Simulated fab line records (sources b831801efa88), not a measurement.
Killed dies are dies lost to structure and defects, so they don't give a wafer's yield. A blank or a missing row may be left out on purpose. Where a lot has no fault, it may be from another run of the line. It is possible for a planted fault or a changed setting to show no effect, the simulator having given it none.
Which tool is to blame? / flow sky130 / Sampling: 24 lots, 72 wafers, 6 of 708 route steps

WHAT EACH GAUGE READ, for each wafer
SKY_VIA2_THK_MEAS_01. Usual: VIA2_HDPCVD_THK 1179 nm, standard deviation 12.
lot=L074; measured=day 35 10:08; on=film metro-03; VIA2_HDPCVD_THK (nm)=1201 1181 1192; flag=
lot=L075; measured=day 35 14:56; on=film metro-03; VIA2_HDPCVD_THK (nm)=1163 1192 1208; flag=
lot=L076; measured=day 35 20:20; on=film metro-01; VIA2_HDPCVD_THK (nm)=1187 1180 1190; flag=
lot=L077; measured=day 36 02:01; on=film metro-04; VIA2_HDPCVD_THK (nm)=1170 1173 1163; flag=
lot=L078; measured=day 36 10:14; on=film metro-03; VIA2_HDPCVD_THK (nm)=1175 1162 1174; flag=
lot=L079; measured=day 36 18:16; on=film metro-03; VIA2_HDPCVD_THK (nm)=1182 1184 1168; flag=
lot=L080; measured=day 37 03:11; on=film metro-04; VIA2_HDPCVD_THK (nm)=1167 1173 1164; flag=
lot=L081; measured=day 37 23:05; on=film metro-01; VIA2_HDPCVD_THK (nm)=1161 1178 1169; flag=
lot=L082; measured=day 38 01:23; on=film metro-03; VIA2_HDPCVD_THK (nm)=1171 1173 1173; flag=
lot=L083; measured=day 38 01:40; on=film metro-03; VIA2_HDPCVD_THK (nm)=1178 1187 1194; flag=
lot=L084; measured=day 38 05:21; on=film metro-03; VIA2_HDPCVD_THK (nm)=1182 1194 1178; flag=
lot=L085; measured=day 38 14:44; on=film metro-03; VIA2_HDPCVD_THK (nm)=1171 1191 1165; flag=
lot=L086; measured=day 38 23:34; on=film metro-04; VIA2_HDPCVD_THK (nm)=1177 1164 1176; flag=
lot=L087; measured=day 39 11:52; on=film metro-03; VIA2_HDPCVD_THK (nm)=1165 1160 1174; flag=
lot=L088; measured=day 39 12:32; on=film metro-04; VIA2_HDPCVD_THK (nm)=1180 1189 1194; flag=
lot=L089; measured=day 39 20:25; on=film metro-01; VIA2_HDPCVD_THK (nm)=1189 1193 1188; flag=
lot=L090; measured=day 40 01:05; on=film metro-03; VIA2_HDPCVD_THK (nm)=1176 1150 1170; flag=
lot=L091; measured=day 40 12:10; on=film metro-03; VIA2_HDPCVD_THK (nm)=1180 1190 1193; flag=
lot=L092; measured=day 40 18:22; on=film metro-04; VIA2_HDPCVD_THK (nm)=1205 1174 1175; flag=
lot=L093; measured=day 40 20:34; on=film metro-01; VIA2_HDPCVD_THK (nm)=1183 1185 1189; flag=
lot=L094; measured=day 41 04:34; on=film metro-01; VIA2_HDPCVD_THK (nm)=1203 1183 1192; flag=
lot=L095; measured=day 41 13:33; on=film metro-04; VIA2_HDPCVD_THK (nm)=1165 1150 1162; flag=
lot=L096; measured=day 41 18:34; on=film metro-03; VIA2_HDPCVD_THK (nm)=1173 1166 1178; flag=
lot=L097; measured=day 42 00:43; on=film metro-03; VIA2_HDPCVD_THK (nm)=1187 1195 1185; flag=

SKY_VIA2_THK_MEAS_23: measures by xrf. Usual: VIA2_W_THK 421 nm, standard deviation 5.3.
lot=L074; measured=day 36 13:50; on=film metro-01; VIA2_W_THK (nm)=420 420 418; flag=
lot=L075; measured=day 36 18:49; on=film metro-04; VIA2_W_THK (nm)=416 423 421; flag=
lot=L076; measured=day 37 00:07; on=film metro-03; VIA2_W_THK (nm)=424 426 425; flag=
lot=L077; measured=day 37 05:23; on=film metro-01; VIA2_W_THK (nm)=420 416 410; flag=
lot=L078; measured=day 37 14:50; on=film metro-03; VIA2_W_THK (nm)=428 429 425; flag=
lot=L079; measured=day 37 22:33; on=film metro-04; VIA2_W_THK (nm)=426 428 424; flag=
lot=L080; measured=day 38 06:57; on=film metro-03; VIA2_W_THK (nm)=417 417 417; flag=
lot=L081; measured=day 39 02:23; on=film metro-01; VIA2_W_THK (nm)=420 425 420; flag=
lot=L082; measured=day 39 03:51; on=film metro-03; VIA2_W_THK (nm)=417 410 415; flag=
lot=L083; measured=day 39 04:24; on=film metro-04; VIA2_W_THK (nm)=413 421 417; flag=
lot=L084; measured=day 39 07:37; on=film metro-01; VIA2_W_THK (nm)=421 421 425; flag=
lot=L085; measured=day 39 16:51; on=film metro-03; VIA2_W_THK (nm)=424 421 417; flag=
lot=L086; measured=day 40 00:40; on=film metro-01; VIA2_W_THK (nm)=421 417 419; flag=
lot=L087; measured=day 40 13:54; on=film metro-03; VIA2_W_THK (nm)=425 423 425; flag=
lot=L088; measured=day 40 14:37; on=film metro-03; VIA2_W_THK (nm)=416 421 417; flag=
lot=L089; measured=day 40 22:45; on=film metro-01; VIA2_W_THK (nm)=421 422 417; flag=
lot=L090; measured=day 41 03:04; on=film metro-03; VIA2_W_THK (nm)=428 423 419; flag=
lot=L091; measured=day 41 13:44; on=film metro-03; VIA2_W_THK (nm)=430 430 425; flag=
lot=L092; measured=day 41 19:43; on=film metro-03; VIA2_W_THK (nm)=419 419 425; flag=
lot=L093; measured=day 41 22:04; on=film metro-03; VIA2_W_THK (nm)=437 425 434; flag=
lot=L094; measured=day 42 06:15; on=film metro-01; VIA2_W_THK (nm)=410 424 415; flag=
lot=L095; measured=day 42 14:58; on=film metro-01; VIA2_W_THK (nm)=421 420 420; flag=
lot=L096; measured=day 42 18:57; on=film metro-03; VIA2_W_THK (nm)=417 413 416; flag=
lot=L097; measured=day 43 02:01; on=film metro-03; VIA2_W_THK (nm)=417 418 423; flag=

SKY_METAL3_CD_MEAS_13: the cd target is 300 nm. Usual: cd nm at 299.6 nm, with a standard deviation of 1.5.
lot=L074; measured=day 38 19:14; on=cd sem-02; cd nm (nm)=297.7 299.0 297.7; flag=
lot=L075; measured=day 38 23:37; on=cd sem-01; cd nm (nm)=302.1 301.0 300.7; flag=
lot=L076; measured=day 39 04:31; on=cd sem-01; cd nm (nm)=299.9 300.6 301.7; flag=
lot=L077; measured=day 39 09:46; on=cd sem-02; cd nm (nm)=297.5 297.7 298.8; flag=
lot=L078; measured=day 39 18:15; on=cd sem-01; cd nm (nm)=301.4 301.2 300.7; flag=
lot=L079; measured=day 40 01:43; on=cd sem-01; cd nm (nm)=299.3 300.2 299.3; flag=
lot=L080; measured=day 40 09:36; on=cd sem-01; cd nm (nm)=301.5 302.0 303.3; flag=
lot=L081; measured=day 41 04:39; on=cd sem-01; cd nm (nm)=299.0 299.0 298.4; flag=
lot=L082; measured=day 41 05:03; on=cd sem-01; cd nm (nm)=297.7 297.2 296.7; flag=
lot=L083; measured=day 41 05:42; on=cd sem-02; cd nm (nm)=299.8 298.7 299.4; flag=
lot=L084; measured=day 41 08:27; on=cd sem-02; cd nm (nm)=299.2 299.9 301.7; flag=
lot=L085; measured=day 41 18:12; on=cd sem-02; cd nm (nm)=300.4 298.6 298.7; flag=
lot=L086; measured=day 42 02:09; on=cd sem-01; cd nm (nm)=301.3 300.9 300.1; flag=
lot=L087; measured=day 42 14:45; on=cd sem-01; cd nm (nm)=297.6 298.6 297.7; flag=
lot=L088; measured=day 42 15:06; on=cd sem-01; cd nm (nm)=298.5 298.4 298.8; flag=
lot=L089; measured=day 42 23:08; on=cd sem-01; cd nm (nm)=298.5 298.7 298.6; flag=
lot=L090; measured=day 43 03:15; on=cd sem-01; cd nm (nm)=302.4 303.5 302.1; flag=
lot=L091; measured=day 43 12:41; on=cd sem-01; cd nm (nm)=297.3 298.0 297.9; flag=
lot=L092; measured=day 43 19:37; on=cd sem-01; cd nm (nm)=299.4 299.0 298.8; flag=
lot=L093; measured=day 43 21:35; on=cd sem-02; cd nm (nm)=299.9 299.8 299.7; flag=
lot=L094; measured=day 44 03:55; on=cd sem-02; cd nm (nm)=301.1 301.1 299.6; flag=
lot=L095; measured=day 44 13:15; on=cd sem-02; cd nm (nm)=298.3 298.5 299.5; flag=
lot=L096; measured=day 44 18:31; on=cd sem-02; cd nm (nm)=301.6 300.9 300.4; flag=
lot=L097; measured=day 45 00:06; on=cd sem-01; cd nm (nm)=299.5 301.2 301.6; flag=

EACH LOT AND THE TOOL THAT RAN IT (in order: tool; ch and the chambers of the sampled wafers; start)
lot=L074; SKY_METAL2_ETCH_18=rie metal-01 ch 0,1, day 35 09:11; SKY_METAL3_SPUTTER_01=pvd sputter-03, day 36 14:11; SKY_CAPM_STRIP_14=plasma asher-03 ch 0,1, day 37 17:22
lot=L075; SKY_METAL2_ETCH_18=rie metal-04 ch 0,1, day 35 13:59; SKY_METAL3_SPUTTER_01=pvd sputter-04, day 36 19:11; SKY_CAPM_STRIP_14=plasma asher-01 ch 1, day 37 22:11
lot=L076; SKY_METAL2_ETCH_18=rie metal-04 ch 0,1, day 35 19:25; SKY_METAL3_SPUTTER_01=pvd sputter-04, day 37 00:29; SKY_CAPM_STRIP_14=plasma asher-03 ch 0,1, day 38 02:51
lot=L077; SKY_METAL2_ETCH_18=rie metal-04 ch 0,1, day 36 01:08; SKY_METAL3_SPUTTER_01=pvd sputter-03, day 37 05:46; SKY_CAPM_STRIP_14=plasma asher-01 ch 1, day 38 07:59
lot=L078; SKY_METAL2_ETCH_18=rie metal-04 ch 0,1, day 36 09:22; SKY_METAL3_SPUTTER_01=pvd sputter-03, day 37 15:13; SKY_CAPM_STRIP_14=plasma asher-03 ch 0,1, day 38 17:13
lot=L079; SKY_METAL2_ETCH_18=rie metal-02 ch 1, day 36 17:23; SKY_METAL3_SPUTTER_01=pvd sputter-01, day 37 22:56; SKY_CAPM_STRIP_14=plasma asher-03 ch 0,1, day 39 00:46
lot=L080; SKY_METAL2_ETCH_18=rie metal-01 ch 0,1, day 37 02:19; SKY_METAL3_SPUTTER_01=pvd sputter-01, day 38 07:20; SKY_CAPM_STRIP_14=plasma asher-02 ch 0,1, day 39 08:49
lot=L081; SKY_METAL2_ETCH_18=rie metal-01 ch 0,1, day 37 22:13; SKY_METAL3_SPUTTER_01=pvd sputter-04, day 39 02:48; SKY_CAPM_STRIP_14=plasma asher-01 ch 0,1, day 40 03:31
lot=L082; SKY_METAL2_ETCH_18=rie metal-04 ch 0, day 38 00:22; SKY_METAL3_SPUTTER_01=pvd sputter-01, day 39 04:13; SKY_CAPM_STRIP_14=plasma asher-03 ch 0, day 40 04:28
lot=L083; SKY_METAL2_ETCH_18=rie metal-01 ch 0, day 38 00:47; SKY_METAL3_SPUTTER_01=pvd sputter-04, day 39 04:47; SKY_CAPM_STRIP_14=plasma asher-01 ch 1, day 40 04:46
lot=L084; SKY_METAL2_ETCH_18=rie metal-01 ch 1, day 38 04:02; SKY_METAL3_SPUTTER_01=pvd sputter-01, day 39 08:00; SKY_CAPM_STRIP_14=plasma asher-02 ch 1, day 40 07:51
lot=L085; SKY_METAL2_ETCH_18=rie metal-01 ch 0, day 38 13:43; SKY_METAL3_SPUTTER_01=pvd sputter-01, day 39 17:14; SKY_CAPM_STRIP_14=plasma asher-02 ch 0,1, day 40 17:42
lot=L086; SKY_METAL2_ETCH_18=rie metal-04 ch 0,1, day 38 22:41; SKY_METAL3_SPUTTER_01=pvd sputter-03, day 40 01:03; SKY_CAPM_STRIP_14=plasma asher-03 ch 0,1, day 41 01:24
lot=L087; SKY_METAL2_ETCH_18=rie metal-02 ch 0,1, day 39 10:59; SKY_METAL3_SPUTTER_01=pvd sputter-01, day 40 14:17; SKY_CAPM_STRIP_14=plasma asher-02 ch 0,1, day 41 14:35
lot=L088; SKY_METAL2_ETCH_18=rie metal-04 ch 0,1, day 39 11:38; SKY_METAL3_SPUTTER_01=pvd sputter-04, day 40 15:00; SKY_CAPM_STRIP_14=plasma asher-03 ch 0,1, day 41 15:24
lot=L089; SKY_METAL2_ETCH_18=rie metal-04 ch 0,1, day 39 19:32; SKY_METAL3_SPUTTER_01=pvd sputter-04, day 40 23:08; SKY_CAPM_STRIP_14=plasma asher-03 ch 0,1, day 41 23:16
lot=L090; SKY_METAL2_ETCH_18=rie metal-01 ch 1, day 40 00:04; SKY_METAL3_SPUTTER_01=pvd sputter-03, day 41 03:27; SKY_CAPM_STRIP_14=plasma asher-03 ch 0,1, day 42 03:40
lot=L091; SKY_METAL2_ETCH_18=rie metal-02 ch 0,1, day 40 11:17; SKY_METAL3_SPUTTER_01=pvd sputter-03, day 41 14:07; SKY_CAPM_STRIP_14=plasma asher-01 ch 0,1, day 42 14:03
lot=L092; SKY_METAL2_ETCH_18=rie metal-04 ch 1, day 40 17:29; SKY_METAL3_SPUTTER_01=pvd sputter-04, day 41 20:05; SKY_CAPM_STRIP_14=plasma asher-02 ch 0,1, day 42 20:07
lot=L093; SKY_METAL2_ETCH_18=rie metal-02 ch 0,1, day 40 19:38; SKY_METAL3_SPUTTER_01=pvd sputter-01, day 41 22:27; SKY_CAPM_STRIP_14=plasma asher-02 ch 0,1, day 42 22:24
lot=L094; SKY_METAL2_ETCH_18=rie metal-04 ch 0,1, day 41 03:41; SKY_METAL3_SPUTTER_01=pvd sputter-04, day 42 06:38; SKY_CAPM_STRIP_14=plasma asher-02 ch 0,1, day 43 05:31
lot=L095; SKY_METAL2_ETCH_18=rie metal-02 ch 0,1, day 41 12:41; SKY_METAL3_SPUTTER_01=pvd sputter-01, day 42 15:20; SKY_CAPM_STRIP_14=plasma asher-01 ch 0,1, day 43 14:01
lot=L096; SKY_METAL2_ETCH_18=rie metal-02 ch 1, day 41 17:41; SKY_METAL3_SPUTTER_01=pvd sputter-01, day 42 19:19; SKY_CAPM_STRIP_14=plasma asher-03 ch 0,1, day 43 19:01
lot=L097; SKY_METAL2_ETCH_18=rie metal-04 ch 0,1, day 41 23:50; SKY_METAL3_SPUTTER_01=pvd sputter-01, day 43 02:23; SKY_CAPM_STRIP_14=plasma asher-02 ch 0,1, day 44 01:13
- SKY_METAL2_ETCH_18: etches BARC in N2/H2, stops on SiO2, time 45.9 s, target depth 60 nm.
- SKY_METAL3_SPUTTER_01: material TiN, target thk 20 nm, time 16.7 s.
- SKY_CAPM_STRIP_14: strips in O2/N2.

WHAT THE TOOLS THEMSELVES READ (means of the sampled wafers that have a number; where no wafer has one, the mark that the record gives instead)
SKY_METAL2_ETCH_18. Usual: drypump motor current A 6.07 A, standard deviation 0.26; oes product au 0.855 a.u., standard deviation 0.0042; throttle valve pct 13.226 %, standard deviation 0.0086.
lot=L074; tool=rie metal-01; drypump motor current A (A)=6.27; oes product au (a.u.)=0.858; throttle valve pct (%)=13.219; flag=
lot=L075; tool=rie metal-04; drypump motor current A (A)=5.84; oes product au (a.u.)=0.856; throttle valve pct (%)=13.230; flag=
lot=L076; tool=rie metal-04; drypump motor current A (A)=5.84; oes product au (a.u.)=0.854; throttle valve pct (%)=13.228; flag=
lot=L077; tool=rie metal-04; drypump motor current A (A)=5.84; oes product au (a.u.)=0.854; throttle valve pct (%)=13.231; flag=
lot=L078; tool=rie metal-04; drypump motor current A (A)=5.83; oes product au (a.u.)=0.856; throttle valve pct (%)=13.226; flag=
lot=L079; tool=rie metal-02; drypump motor current A (A)=6.25; oes product au (a.u.)=0.853; throttle valve pct (%)=13.224; flag=
lot=L080; tool=rie metal-01; drypump motor current A (A)=6.42; oes product au (a.u.)=0.855; throttle valve pct (%)=13.230; flag=
lot=L081; tool=rie metal-01; drypump motor current A (A)=6.44; oes product au (a.u.)=0.855; throttle valve pct (%)=13.224; flag=
lot=L082; tool=rie metal-04; drypump motor current A (A)=5.89; oes product au (a.u.)=0.855; throttle valve pct (%)=13.234; flag=
lot=L083; tool=rie metal-01; drypump motor current A (A)=6.12; oes product au (a.u.)=0.855; throttle valve pct (%)=13.223; flag=
lot=L084; tool=rie metal-01; drypump motor current A (A)=6.60; oes product au (a.u.)=0.858; throttle valve pct (%)=13.232; flag=
lot=L085; tool=rie metal-01; drypump motor current A (A)=6.12; oes product au (a.u.)=0.852; throttle valve pct (%)=13.228; flag=
lot=L086; tool=rie metal-04; drypump motor current A (A)=5.83; oes product au (a.u.)=0.854; throttle valve pct (%)=13.219; flag=
lot=L087; tool=rie metal-02; drypump motor current A (A)=6.10; oes product au (a.u.)=0.857; throttle valve pct (%)=13.228; flag=
lot=L088; tool=rie metal-04; drypump motor current A (A)=5.82; oes product au (a.u.)=0.855; throttle valve pct (%)=13.223; flag=
lot=L089; tool=rie metal-04; drypump motor current A (A)=5.82; oes product au (a.u.)=0.855; throttle valve pct (%)=13.233; flag=
lot=L090; tool=rie metal-01; drypump motor current A (A)=6.58; oes product au (a.u.)=0.855; throttle valve pct (%)=13.230; flag=
lot=L091; tool=rie metal-02; drypump motor current A (A)=6.19; oes product au (a.u.)=0.854; throttle valve pct (%)=13.231; flag=
lot=L092; tool=rie metal-04; drypump motor current A (A)=5.79; oes product au (a.u.)=0.855; throttle valve pct (%)=13.227; flag=
lot=L093; tool=rie metal-02; drypump motor current A (A)=6.18; oes product au (a.u.)=0.858; throttle valve pct (%)=13.222; flag=
lot=L094; tool=rie metal-04; drypump motor current A (A)=5.83; oes product au (a.u.)=0.853; throttle valve pct (%)=13.214; flag=
lot=L095; tool=rie metal-02; drypump motor current A (A)=6.14; oes product au (a.u.)=0.855; throttle valve pct (%)=13.216; flag=
lot=L096; tool=rie metal-02; drypump motor current A (A)=6.25; oes product au (a.u.)=0.855; throttle valve pct (%)=13.228; flag=
lot=L097; tool=rie metal-04; drypump motor current A (A)=5.85; oes product au (a.u.)=0.850; throttle valve pct (%)=13.227; flag=

SKY_METAL3_SPUTTER_01. Usual: chamber pressure pa 0.4001 Pa, standard deviation 0.00067; throttle valve pct 29.6 %, standard deviation 0.71.
lot=L074; tool=pvd sputter-03; chamber pressure pa (Pa)=0.4003; throttle valve pct (%)=29.7; flag=
lot=L075; tool=pvd sputter-04; chamber pressure pa (Pa)=0.3997; throttle valve pct (%)=30.0; flag=
lot=L076; tool=pvd sputter-04; chamber pressure pa (Pa)=0.4006; throttle valve pct (%)=29.8; flag=
lot=L077; tool=pvd sputter-03; chamber pressure pa (Pa)=0.3998; throttle valve pct (%)=29.2; flag=
lot=L078; tool=pvd sputter-03; chamber pressure pa (Pa)=0.4002; throttle valve pct (%)=29.0; flag=
lot=L079; tool=pvd sputter-01; chamber pressure pa (Pa)=0.4002; throttle valve pct (%)=29.7; flag=
lot=L080; tool=pvd sputter-01; chamber pressure pa (Pa)=0.3999; throttle valve pct (%)=29.4; flag=
lot=L081; tool=pvd sputter-04; chamber pressure pa (Pa)=0.3992; throttle valve pct (%)=30.4; flag=
lot=L082; tool=pvd sputter-01; chamber pressure pa (Pa)=0.4006; throttle valve pct (%)=29.1; flag=
lot=L083; tool=pvd sputter-04; chamber pressure pa (Pa)=0.3992; throttle valve pct (%)=29.8; flag=
lot=L084; tool=pvd sputter-01; chamber pressure pa (Pa)=0.4001; throttle valve pct (%)=29.0; flag=
lot=L085; tool=pvd sputter-01; chamber pressure pa (Pa)=0.4004; throttle valve pct (%)=29.0; flag=
lot=L086; tool=pvd sputter-03; chamber pressure pa (Pa)=0.4002; throttle valve pct (%)=29.5; flag=
lot=L087; tool=pvd sputter-01; chamber pressure pa (Pa)=0.3998; throttle valve pct (%)=29.5; flag=
lot=L088; tool=pvd sputter-04; chamber pressure pa (Pa)=0.3997; throttle valve pct (%)=29.9; flag=
lot=L089; tool=pvd sputter-04; chamber pressure pa (Pa)=0.3999; throttle valve pct (%)=29.9; flag=
lot=L090; tool=pvd sputter-03; chamber pressure pa (Pa)=0.3999; throttle valve pct (%)=29.8; flag=
lot=L091; tool=pvd sputter-03; chamber pressure pa (Pa)=0.4001; throttle valve pct (%)=29.3; flag=
lot=L092; tool=pvd sputter-04; chamber pressure pa (Pa)=0.3998; throttle valve pct (%)=30.0; flag=
lot=L093; tool=pvd sputter-01; chamber pressure pa (Pa)=0.3998; throttle valve pct (%)=29.9; flag=
lot=L094; tool=pvd sputter-04; chamber pressure pa (Pa)=0.4002; throttle valve pct (%)=29.7; flag=
lot=L095; tool=pvd sputter-01; chamber pressure pa (Pa)=0.3995; throttle valve pct (%)=29.6; flag=
lot=L096; tool=pvd sputter-01; chamber pressure pa (Pa)=0.4001; throttle valve pct (%)=29.9; flag=
lot=L097; tool=pvd sputter-01; chamber pressure pa (Pa)=0.4006; throttle valve pct (%)=28.7; flag=

SKY_CAPM_STRIP_14. Usual: drypump motor current A 5.7 A, standard deviation 0.44; oes product au 0.710 a.u., standard deviation 0.0046; strip time to endpoint s 12.66 s, standard deviation 0.046.
lot=L074; tool=plasma asher-03; drypump motor current A (A)=5.2; oes product au (a.u.)=0.712; strip time to endpoint s (s)=12.70; flag=
lot=L075; tool=plasma asher-01; drypump motor current A (A)=5.9; oes product au (a.u.)=0.708; strip time to endpoint s (s)=12.62; flag=
lot=L076; tool=plasma asher-03; drypump motor current A (A)=5.2; oes product au (a.u.)=0.712; strip time to endpoint s (s)=12.56; flag=
lot=L077; tool=plasma asher-01; drypump motor current A (A)=5.9; oes product au (a.u.)=0.708; strip time to endpoint s (s)=12.66; flag=
lot=L078; tool=plasma asher-03; drypump motor current A (A)=5.3; oes product au (a.u.)=0.709; strip time to endpoint s (s)=12.59; flag=
lot=L079; tool=plasma asher-03; drypump motor current A (A)=5.2; oes product au (a.u.)=0.712; strip time to endpoint s (s)=12.69; flag=
lot=L080; tool=plasma asher-02; drypump motor current A (A)=5.9; oes product au (a.u.)=0.702; strip time to endpoint s (s)=12.72; flag=
lot=L081; tool=plasma asher-01; drypump motor current A (A)=6.0; oes product au (a.u.)=0.710; strip time to endpoint s (s)=12.65; flag=
lot=L082; tool=plasma asher-03; drypump motor current A (A)=5.3; oes product au (a.u.)=0.710; strip time to endpoint s (s)=12.66; flag=
lot=L083; tool=plasma asher-01; drypump motor current A (A)=5.9; oes product au (a.u.)=0.708; strip time to endpoint s (s)=12.68; flag=
lot=L084; tool=plasma asher-02; drypump motor current A (A)=6.4; oes product au (a.u.)=0.712; strip time to endpoint s (s)=12.60; flag=
lot=L085; tool=plasma asher-02; drypump motor current A (A)=6.1; oes product au (a.u.)=0.709; strip time to endpoint s (s)=12.63; flag=
lot=L086; tool=plasma asher-03; drypump motor current A (A)=5.3; oes product au (a.u.)=0.708; strip time to endpoint s (s)=12.66; flag=
lot=L087; tool=plasma asher-02; drypump motor current A (A)=5.9; oes product au (a.u.)=0.710; strip time to endpoint s (s)=12.67; flag=
lot=L088; tool=plasma asher-03; drypump motor current A (A)=5.2; oes product au (a.u.)=0.711; strip time to endpoint s (s)=12.70; flag=
lot=L089; tool=plasma asher-03; drypump motor current A (A)=5.2; oes product au (a.u.)=0.708; strip time to endpoint s (s)=12.73; flag=
lot=L090; tool=plasma asher-03; drypump motor current A (A)=5.2; oes product au (a.u.)=0.706; strip time to endpoint s (s)=12.64; flag=
lot=L091; tool=plasma asher-01; drypump motor current A (A)=6.0; oes product au (a.u.)=0.708; strip time to endpoint s (s)=12.70; flag=
lot=L092; tool=plasma asher-02; drypump motor current A (A)=5.9; oes product au (a.u.)=0.707; strip time to endpoint s (s)=12.62; flag=
lot=L093; tool=plasma asher-02; drypump motor current A (A)=5.9; oes product au (a.u.)=0.713; strip time to endpoint s (s)=12.65; flag=
lot=L094; tool=plasma asher-02; drypump motor current A (A)=6.1; oes product au (a.u.)=0.707; strip time to endpoint s (s)=12.67; flag=
lot=L095; tool=plasma asher-01; drypump motor current A (A)=6.0; oes product au (a.u.)=0.712; strip time to endpoint s (s)=12.62; flag=
lot=L096; tool=plasma asher-03; drypump motor current A (A)=5.3; oes product au (a.u.)=0.710; strip time to endpoint s (s)=12.68; flag=
lot=L097; tool=plasma asher-02; drypump motor current A (A)=5.9; oes product au (a.u.)=0.713; strip time to endpoint s (s)=12.66; flag=

THE ANSWER, worked out from the rows above alone
Rule: take the mean of a lot's wafers that have a number; if it is more than 3 standard deviations from the usual mean, the lot is off. A lot without any number at a reading at which 4 lots or more have one is off too. The other lots that the step has rows for count as sound. Order of review: gauges by route order, followed by the tools' own readings, for which a lot's mean as printed above is used. At the first step where some lot is off, the reading lying furthest off is the one used; lots without a number count as furthest.
Across all readings shown, no lot is off: no conclusion can be drawn from this.

WHAT THE SIMULATOR HAD PUT IN
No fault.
